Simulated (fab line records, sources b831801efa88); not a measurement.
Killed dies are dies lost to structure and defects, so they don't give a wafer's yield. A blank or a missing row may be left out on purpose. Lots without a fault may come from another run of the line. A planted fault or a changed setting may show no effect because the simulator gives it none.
Chamber matching | flow sky130 | SKY_POLY_GATE_ETCH_17 on rie_si-01: 4 sister chambers
The step etches poly-Si in HBr/Cl2, stops on SiO2, target depth 180 nm, time 70.5 s. 16 wafers are shown with their chamber, then 8 later ones without.

WAFERS WITH THEIR CHAMBER
wafer  | chamber | drypump_motor_current_A (A) | oes_product_au (a.u.) | throttle_valve_pct (%)
L712.2 | 0       | 5.4                         | 0.988                 | 33.679
L712.3 | 3       | 5.2                         | 0.991                 | 33.685
L712.6 | 2       | 5.7                         | 0.986                 | 33.664
L716.2 | 1       | 6.3                         | 0.984                 | 33.684
L716.3 | 2       | 5.7                         | 0.984                 | 33.685
L716.6 | 2       | 5.7                         | 0.971                 | 33.683
L717.2 | 3       | 5.2                         | 0.979                 | 33.697
L717.5 | 2       | 5.7                         | 0.989                 | 33.691
L717.6 | 1       | 6.4                         | 0.991                 | 33.681
L718.2 | 3       | 5.2                         | 0.981                 | 33.684
L718.3 | 2       | 5.7                         | 0.987                 | 33.674
L718.6 | 1       | 6.4                         | 0.983                 | 33.696
L727.3 | 2       | 5.7                         | 0.987                 | 33.681
L727.5 | 3       | 5.2                         | 0.967                 | 33.670
L727.6 | 2       | 5.7                         | 0.986                 | 33.678
L729.2 | 0       | 5.4                         | 0.985                 | 33.677

SIGNATURES (means of the wafers above)
reading                 | chamber 0 | chamber 1 | chamber 2 | chamber 3 | scatter within a chamber
drypump_motor_current_A | 5.400     | 6.367     | 5.700     | 5.200     | 0.0236
oes_product_au          | 0.98650   | 0.98600   | 0.98429   | 0.97950   | 0.00679
throttle_valve_pct      | 33.67800  | 33.68700  | 33.67943  | 33.68400  | 0.00887
Rule: a wafer's distance from a chamber is the root of the sum, over the readings, of the square of ((its reading less the chamber's mean) divided by the reading's scatter). The wafer belongs to the nearest chamber; if the next one is less than 2 further off, it can't be placed. The scatter: the root of (the sum of the squares of (reading less its chamber's mean) over the shown wafers, divided by (wafers less chambers)).

WAFERS WITHOUT THEIR CHAMBER
wafer  | drypump_motor_current_A (A) | oes_product_au (a.u.) | throttle_valve_pct (%)
L729.3 | 5.7                         | 0.990                 | 33.707
L729.6 | 5.2                         | 0.967                 | 33.688
L731.1 | 5.2                         | 0.971                 | 33.683
L731.4 | 5.3                         | 0.992                 | 33.684
L731.5 | 6.4                         | 0.988                 | 33.675
L734.1 | 5.4                         | 0.970                 | 33.682
L734.3 | 5.2                         | 0.975                 | 33.672
L734.6 | 6.4                         | 0.991                 | 33.670

WHICH CHAMBER EACH WENT THROUGH
wafer  | from the rows above     | in truth
L729.3 | 2                       | 2
L729.6 | 3                       | 3
L731.1 | 3                       | 3
L731.4 | can't be placed: 0 or 3 | 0
L731.5 | 1                       | 1
L734.1 | 0                       | 0
L734.3 | 3                       | 3
L734.6 | 1                       | 1
Placed correctly: 7 of 8. Can't be placed from these rows: 1 (the true chamber is among the candidates in 1). Placed wrongly: 0.
